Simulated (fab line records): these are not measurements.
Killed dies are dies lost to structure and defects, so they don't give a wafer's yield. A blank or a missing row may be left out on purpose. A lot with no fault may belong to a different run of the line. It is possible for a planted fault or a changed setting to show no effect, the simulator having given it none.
Comparing a struck lot with a sound one    flow gf180mcu    15 steps out of a route of 602
Sound: the wafers L865.1, L865.4, L865.6. The struck wafers were L874.2, L874.4, L874.5. The cause is named last.
For every step that has rows: the tool of each side, followed by ch and its chambers, followed by its first start. Under that, the readings that differ: sound wafers    struck wafers    difference of the means    sigmas: that difference in standard deviations of wafers without a fault.
alike: same words and numbers on both sides, and readings whose means sit less than 2 such deviations apart. not compared: any withheld reading, any reading some wafer has no value for, any bound like >300 that may hide the same value, and any number with overlapping values for which the record gives no deviation.
A row with sigmas, a row that says differs or no value, or rows on one side alone: a step with any of these is where the two part. Non-overlapping numbers with no deviation appear without sigmas and do not part them. A reading that every wafer of one side lacks parts them only if that side has two wafers or more.

first, 4 steps without rows for these wafers: GF_HV_LDD_SOFTBAKE_15 (time 60 s); GF_HV_LDD_EXPOSE_16 (exposes mask Pplus LV AREA, target cd 400 nm); GF_HV_LDD_PEB_17; GF_HV_LDD_DEVELOP_18 (develop time 60 s).
GF_HV_LDD_CD_MEAS_19 targets a cd of 400 nm.
  struck on cdSem-01, day 14 18:02; sound on cdSem-02, day 11 23:47
  alike: cdNm
GF_HV_LDD_OVL_MEAS_20:
  struck on overlay-01, day 14 18:08; sound on overlay-02, day 11 23:55
  alike: HV_LDD_01_OVL
following that, these wafers have no rows for 1 step: GF_HV_LDD_IMPLANT_21.
GF_HV_LDD_STRIP_22: strips in O2/N2.
  sound on plasmaAsher-02 ch 1, day 12 00:05; struck on plasmaAsher-04 ch 0,1, day 14 18:19
reading                   sound              struck             difference  sigmas
stripTimeToEndpointS (s)  12.77 12.73 12.74  12.65 12.64 12.60  -0.12       -3
  alike: drypumpMotorCurrentA, heaterPowerW, oesProductAu
  not compared: rfHoursCounterH
GF_HV_LDD_TW_MEAS_23:
  struck on filmMetro-04, day 14 18:26; sound on filmMetro-01, day 12 00:11
  alike: HV_LDD_2_TW
then, 3 steps without rows for these wafers: GF_HV_LDD_DEHYDRATE_24 (time 60 s); GF_HV_LDD_HMDS_25 (prime time 60 s); GF_HV_LDD_COAT_26 (resist thk 1000 nm).
GF_HV_LDD_SOFTBAKE_27: time 60 s.
  sound on lithoTrack-03 ch 0, day 12 09:40; struck on lithoTrack-03 ch 0, day 15 04:50
reading         sound              struck             difference  sigmas
runLengthS (s)  89.26 89.22 89.11  92.86 92.71 92.94  +3.64       +26
then, 1 step without rows for these wafers: GF_HV_LDD_EXPOSE_28 (exposes mask Nplus HV AREA, target cd 400 nm).
-- record jumps: 17 days separate the struck wafers' starts on either side; left off in module HV_LDD, taken up again in module PASSIVATION, whose first shown step is the route's number 602 --
GF_PASSIVATION_PROBE_99:
  record: rows for the struck wafers here (prober-02, day 32 16:02), none for the sound ones

== WHERE THEY PART ==
Last at GF_PASSIVATION_PROBE_99 as far as this record goes, first at GF_HV_LDD_STRIP_22.

WHY: whatever the simulator had introduced
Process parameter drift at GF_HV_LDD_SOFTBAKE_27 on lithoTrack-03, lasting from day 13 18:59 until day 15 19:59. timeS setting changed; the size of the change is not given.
